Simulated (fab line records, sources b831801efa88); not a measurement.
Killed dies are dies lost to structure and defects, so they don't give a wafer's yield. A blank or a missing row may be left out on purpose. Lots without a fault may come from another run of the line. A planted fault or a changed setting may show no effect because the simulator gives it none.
Problem report in the 8D (eight disciplines) form, filled by code | flow gf180mcu | the parts of the form that need people (team, actions taken, sign-off) are left out

1. THE PROBLEM
V4_CVD_00_THK at GF_V4_THK_MEAS_01 reads a mean of 905 nm on 6 wafers of 2 lots; wafers without a fault read 604 nm with a standard deviation of 6.9. That is +44 standard deviations from the usual mean.
First seen on wafer L946.2, day 26 22:09, on film_metro-03. The record holds 39 wafers of 13 lots with a number at this step. Rule for "out", or "out of limits": more than 4 standard deviations from the usual mean. The other wafers with a number count as sound.

2. WHAT IT IS AND WHAT IT IS NOT
question                    | is                     | is not
which readings at this step | V4_CVD_00_THK          | -
which lots                  | L946, L948             | L936, L937, L938, L939, L940, L941, L942, L945, L954, L958, L959
which wafers of those lots  | all that have a number | -
read on which gauges        | film_metro-03          | film_metro-01, film_metro-04
when                        | from day 26 22:09      | up to then (24 sound wafers); but 9 sound wafers of L954, L958, L959 came after

3. SUSPECTS, AND WHAT RULES EACH OUT
Counting: a tool at a process step up to the reading stays a suspect if it ran every lot that is out and no sound lot after the first of them.
- the gauge at GF_V4_THK_MEAS_01: ruled out. All the wafers that are out were read on film_metro-03, but those of them that GF_V4_CVD_00 has rows for are out there too, on other tools.
- hdpcvd-02 at GF_V4_CVD_00 (deposits SiO2, target thk 600 nm, time 100 s): kept. It ran every lot that is out, first L946 (day 26 22:04), and no sound lot after that; its last sound lot up to then is L942 (day 25 15:16). Its own readings are out on those wafers: sih4_flow_sccm.
Left after counting: hdpcvd-02 at GF_V4_CVD_00.

4. THE CAUSE (what the simulator had put in)
Process parameter drift: hdpcvd-02, from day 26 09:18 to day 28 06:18, at GF_V4_CVD_00. Setting sih4_flow_sccm, moved by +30, from 60. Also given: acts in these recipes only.
Counting left only this tool.

5. THE CHAIN OF EFFECTS, in route order
Each row: a reading whose mean over the struck wafers that have a number lies more than 3 standard deviations from the usual. Only readings for which the record gives a usual standard deviation are gone through. hours: the time from each lot's start at the first step in this table that gives one to its start at this step, as a median over the lots. sigmas: the change in usual standard deviations.
hours | step              | reading        | usual      | on struck wafers | change | sigmas
0     | GF_V4_CVD_00      | sih4_flow_sccm | 59.98 sccm | 90.03            | +30.05 | +99 or more
0     | GF_V4_THK_MEAS_01 | V4_CVD_00_THK  | 604 nm     | 905              | +301   | +44
The process steps in it:
- GF_V4_CVD_00: deposits SiO2, target thk 600 nm, time 100 s.
Later measuring or inspecting steps at which every struck wafer that the step has a row for has a number for every such reading, and none has moved that far: GF_V4_OVL_MEAS_15.

6. WHAT WOULD HAVE CAUGHT IT SOONER
In this record the first reading out of limits at a measuring or inspecting step was taken at day 26 22:09, 13 hours after the fault began at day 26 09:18.
The tool's own readings at GF_V4_CVD_00 were out on every struck wafer that the step has a row for (sih4_flow_sccm): an alarm limit on them would have fired on the first of those.
Of the lots that are out (2), L948 began GF_V4_CVD_00 on hdpcvd-02 after day 26 22:09. A hold on the tool at that time would have spared it.
